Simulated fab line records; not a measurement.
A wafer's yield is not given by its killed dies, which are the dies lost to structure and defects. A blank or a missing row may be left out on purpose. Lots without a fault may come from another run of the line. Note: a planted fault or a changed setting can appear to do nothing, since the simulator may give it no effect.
A struck lot beside a sound one || flow sky130 || 42 steps out of a route of 708
Sound: these wafers, L403.2, L403.5, L403.6. The struck wafers were L415.1, L415.3, L415.5. The cause comes at the end.
Order at every step that has rows: each side's tool, ch and its chambers, its first start. Under that, the readings that differ: sound wafers || struck wafers || difference of the means || sigmas: that difference in standard deviations of wafers without a fault.
alike: readings whose means differ by less than 2 such deviations, and words and numbers that are the same on both sides. not compared: withheld readings, readings that some wafer has no value for, bounds like >300 that may hide the same value, and numbers for which the record gives no deviation and whose values overlap.
A row with sigmas, a row that says differs or no value, or rows on one side alone: a step with any of these is where the two part. Numbers that don't overlap but have no deviation are shown without sigmas and don't part them. A reading that every wafer of one side lacks parts them only if that side has two wafers or more.

first, 4 steps without rows for these wafers: SKY_PWDE_SOFTBAKE_03; SKY_PWDE_EXPOSE_04 (exposes mask PWDEM, target cd 840 nm); SKY_PWDE_PEB_05; SKY_PWDE_DEVELOP_06 (develop time 60 s).
SKY_PWDE_OVL_MEAS_07:
  sound on overlay-01 at day 5 10:37; struck on overlay-02 at day 7 21:20
  alike: PWDE_OVL
following that, these wafers have no rows for 1 step: SKY_PWDE_IMPLANT_08.
SKY_PWDE_STRIP_09: strips in O2/N2.
  sound on plasma_asher-04 ch 0,1, day 5 10:48; struck on plasma_asher-03 ch 0,1, day 7 21:32
  alike: drypump_motor_current_A, oes_product_au, strip_time_to_endpoint_s
  not compared: rf_hours_counter_h
SKY_PWDE_TW_MEAS_10:
  sound on film_metro-01 at day 5 10:55; struck on film_metro-03 at day 7 21:46
  alike: PWDE_TW
then, 4 steps without rows for these wafers: SKY_NWELL_DEHYDRATE_03 (time 60 s); SKY_NWELL_HMDS_04 (prime time 60 s); SKY_NWELL_COAT_05 (resist thk 3000 nm); SKY_NWELL_SOFTBAKE_06.
SKY_NWELL_EXPOSE_07: exposes mask NWM, target cd 840 nm.
  sound on iline_stepper-02 ch 0, day 5 19:35; struck on iline_stepper-02 ch 0, day 8 07:43
  alike: mask, exposure_dose_mJ_cm2
then, 2 steps without rows for these wafers: SKY_NWELL_PEB_08; SKY_NWELL_DEVELOP_09 (develop time 60 s).
SKY_NWELL_OVL_MEAS_10:
  sound on overlay-02 at day 6 03:52; struck on overlay-01 at day 8 18:14
  alike: NWELL_00_OVL
then, 3 steps without rows for these wafers: SKY_NWELL_IMPLANT_11; SKY_NWELL_IMPLANT_12; SKY_NWELL_IMPLANT_13.
SKY_NWELL_STRIP_14: strips in O2/N2.
  sound on plasma_asher-01 ch 0,1, day 6 04:21; struck on plasma_asher-02 ch 0, day 8 18:44
{"reading": "drypump_motor_current_A (A)", "sound": "5.0 5.8 5.0", "struck": "6.3 6.4 6.3", "difference": "+1.1", "sigmas": "+2"}
{"reading": "strip_time_to_endpoint_s (s)", "sound": "37.02 37.07 37.05", "struck": "36.88 36.79 36.80", "difference": -0.22, "sigmas": -2}
  alike: oes_product_au
  not compared: rf_hours_counter_h
SKY_NWELL_TW_MEAS_15:
  sound on film_metro-04 at day 6 04:28; struck on film_metro-04 at day 8 18:50
  alike: NWELL_TW
then, 7 steps without rows for these wafers: SKY_NWELL_DEHYDRATE_16 (time 60 s); SKY_NWELL_HMDS_17 (prime time 60 s); SKY_NWELL_COAT_18 (resist thk 3000 nm); SKY_NWELL_SOFTBAKE_19; SKY_NWELL_EXPOSE_20 (exposes mask NWM COMPLEMENT, target cd 840 nm); SKY_NWELL_PEB_21; SKY_NWELL_DEVELOP_22 (develop time 60 s).
SKY_NWELL_OVL_MEAS_23:
  sound on overlay-01 at day 6 19:51; struck on overlay-02 at day 9 16:20
  alike: NWELL_01_OVL
following that, these wafers have no rows for 1 step: SKY_NWELL_IMPLANT_24.
SKY_NWELL_STRIP_25: strips in O2/N2.
  sound on plasma_asher-02 ch 0,1, day 6 20:02; struck on plasma_asher-02 ch 0,1, day 9 16:31
  alike: drypump_motor_current_A, oes_product_au, strip_time_to_endpoint_s
  not compared: rf_hours_counter_h
SKY_NWELL_TW_MEAS_26:
  sound on film_metro-04 at day 6 20:08; struck on film_metro-01 at day 9 16:37
  alike: NWELL_2_TW
then, 1 step without rows for these wafers: SKY_NWELL_CLEAN_27 (cleans in SC1/SC2, time 150 s).
SKY_NWELL_RTA_28: time 30 s.
  sound on rtp_anneal-01 ch 0, day 6 20:15; struck on rtp_anneal-01 ch 0, day 9 16:44
  alike: anneal_temp_c_max, lamp_power_pct, wafer_temp_C_max
SKY_NWELL_RS_MEAS_29: measurement is done with a four-point probe.
  sound on film_metro-04 at day 6 20:22; struck on film_metro-01 at day 9 16:50
  alike: NWELL_RS
SKY_NWELL_RS_MEAS_31: measurement is done with a four-point probe.
  sound on film_metro-04 at day 6 20:36; struck on film_metro-01 at day 9 17:04
  alike: PWDE_RS
then, 5 steps without rows for these wafers: SKY_VT_ADJUST_HVTP_DEHYDRATE_00 (time 60 s); SKY_VT_ADJUST_HVTP_HMDS_01 (prime time 60 s); SKY_VT_ADJUST_HVTP_COAT_02 (resist thk 1140 nm); SKY_VT_ADJUST_HVTP_SOFTBAKE_03 (time 60 s); SKY_VT_ADJUST_HVTP_EXPOSE_04 (exposes mask HVTPM, target cd 380 nm).
-- here the record skips 40 days between the struck wafers' starts before and after, leaving off in module VT_ADJUST_HVTP and picking up in module PAD_OPEN (first step shown: number 708 of the route) --
SKY_PAD_OPEN_PROBE_99:
  sound on prober-02 at day 47 04:55; struck on prober-02 at day 49 19:28
{"reading": "model.etest.pfet_16v.r_on_ohm_um", "sound": "1.513e+04 1.49e+04 1.521e+04", "struck": "1.64e+04 1.702e+04 1.615e+04", "difference": "+1.44e+03", "sigmas": ""}
{"reading": "model.etest.nfet_16v.r_on_ohm_um", "sound": "1.42e+04 1.412e+04 1.412e+04", "struck": "1.383e+04 1.337e+04 1.375e+04", "difference": -4.967e+02, "sigmas": ""}
{"reading": "model.etest.res_nwell.line_ohm_um", "sound": "1186 1132 1170", "struck": "979 865.6 976", "difference": -222, "sigmas": ""}
{"reading": "model.etest.res_nwell.width_nm (nm)", "sound": "819.3 832.2 825.3", "struck": "962.2 1072 959.6", "difference": "+172.3", "sigmas": ""}
{"reading": "model.etest.res_iso_pwell.width_nm (nm)", "sound": "2639 2658 2663", "struck": "2573 2500 2571", "difference": -105, "sigmas": ""}
{"reading": "model.etest.pfet_16v.drive_ua_um", "sound": "248.9 246.9 244.8", "struck": "227.9 213.4 228.6", "difference": -23.6, "sigmas": ""}
{"reading": "model.etest.iso_nwell_nwell.leak_log10_a_um", "sound": "-13.79 -13.89 -13.85", "struck": "-12.04 -10.15 -11.87", "difference": "+2.49", "sigmas": ""}
  alike: killed_at_M0_to_M3, killed_at_M4_up, killed_at_contacts, killed_at_front_end, killed_at_other, killed_dies, killed_open, killed_short

## WHERE THEY PART
Only at SKY_NWELL_STRIP_14, as far as this record shows. Later steps at which nothing parts them and some readings are alike: SKY_NWELL_TW_MEAS_15, SKY_NWELL_OVL_MEAS_23, SKY_NWELL_STRIP_25, SKY_NWELL_TW_MEAS_26, SKY_NWELL_RTA_28, SKY_NWELL_RS_MEAS_29, SKY_NWELL_RS_MEAS_31, SKY_PAD_OPEN_PROBE_99.

WHY: what the simulator had put in
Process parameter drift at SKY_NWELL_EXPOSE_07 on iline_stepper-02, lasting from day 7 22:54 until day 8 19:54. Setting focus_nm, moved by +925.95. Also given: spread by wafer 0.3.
